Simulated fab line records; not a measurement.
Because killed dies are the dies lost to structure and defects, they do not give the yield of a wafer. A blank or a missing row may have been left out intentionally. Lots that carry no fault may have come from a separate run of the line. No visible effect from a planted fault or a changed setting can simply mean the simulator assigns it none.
Which tool was responsible? | flow sky130 | 12 lots with 36 wafers sampled at 4 steps, on a route of 708 steps

WHAT THE GAUGES READ, wafer by wafer
SKY_VIA4_BOW_MEAS_03.
lot  | measured     | on            | VIA4_BOW (um)
L075 | day 42 01:51 | film-metro-02 | 93 89 79
L077 | day 42 20:53 | film-metro-02 | 83 75 84
L079 | day 43 13:40 | film-metro-03 | 82 89 87
L081 | day 44 03:53 | film-metro-01 | 78 91 96
L082 | day 44 18:43 | film-metro-02 | 80 83 82
L086 | day 45 08:28 | film-metro-02 | 78 88 85
L087 | day 45 21:44 | film-metro-03 | 81 83 73
L089 | day 46 06:37 | film-metro-02 | 85 83 72
L091 | day 46 12:14 | film-metro-02 | 83 74 86
L093 | day 47 05:05 | film-metro-03 | 73 70 84
L095 | day 47 20:03 | film-metro-02 | 74 79 81
L096 | day 48 07:49 | film-metro-02 | 72 92 81

TOOL THAT RAN EACH LOT (tool first, then ch and the chambers of the sampled wafers, then the start)
lot  | SKY_METAL3_DESCUM_15              | SKY_CAP2M_SPUTTER_02         | SKY_METAL4_DESCUM_15
L075 | rie-metal-01 ch 0,1, day 38 18:17 | pvd-sputter-03, day 39 23:01 | rie-metal-02 ch 0,1, day 42 00:22
L077 | rie-metal-04 ch 0,1, day 39 14:05 | pvd-sputter-02, day 40 18:19 | rie-metal-02 ch 0,1, day 42 19:14
L079 | rie-metal-01 ch 0,1, day 40 09:23 | pvd-sputter-04, day 41 11:58 | rie-metal-03 ch 0,1, day 43 12:02
L081 | rie-metal-04 ch 0,1, day 40 23:47 | pvd-sputter-02, day 42 03:04 | rie-metal-03 ch 0,1, day 44 02:25
L082 | rie-metal-04 ch 0,1, day 41 15:23 | pvd-sputter-04, day 42 18:47 | rie-metal-03 ch 0,1, day 44 17:04
L086 | rie-metal-04 ch 0, day 42 06:35   | pvd-sputter-04, day 43 09:05 | rie-metal-02 ch 0,1, day 45 06:50
L087 | rie-metal-04 ch 0,1, day 42 21:59 | pvd-sputter-03, day 43 23:59 | rie-metal-03 ch 0,1, day 45 20:17
L089 | rie-metal-04 ch 0,1, day 43 06:14 | pvd-sputter-04, day 44 09:05 | rie-metal-03 ch 0,1, day 46 05:01
L091 | rie-metal-02 ch 0,1, day 43 13:53 | pvd-sputter-03, day 44 16:01 | rie-metal-03 ch 0,1, day 46 10:46
L093 | rie-metal-02 ch 0,1, day 44 08:17 | pvd-sputter-04, day 45 09:24 | rie-metal-02 ch 0,1, day 47 03:38
L095 | rie-metal-01 ch 1, day 44 23:35   | pvd-sputter-04, day 46 00:38 | rie-metal-03 ch 0,1, day 47 18:35
L096 | rie-metal-02 ch 0,1, day 45 13:50 | pvd-sputter-04, day 46 13:40 | rie-metal-01 ch 0, day 48 05:52
- SKY_METAL3_DESCUM_15: chemistry O2, time 8 s.
- SKY_CAP2M_SPUTTER_02: material TiN, target thk 200 nm, time 166.7 s.
- SKY_METAL4_DESCUM_15: chemistry O2, time 8 s.

THE ANSWER, worked out from the rows above alone
Rule: usual is defined by the lots themselves. Put in order of their means at a reading, lots are off if they are a third of the lots or fewer, leave a main group of 4 or more, and stand apart from it by a gap of 3 or more times the standard deviation of the main group's means; of several such gaps the widest counts. A main group whose means are all the same, to the digits that the tables above print for the reading, isn't used. Also off: a lot with no number at a reading for which 4 or more lots have one. All remaining lots with rows at the step are treated as sound.
Nothing can be told from this: no lot is off at any reading shown.

WHAT HAD BEEN PUT IN BY THE SIMULATOR
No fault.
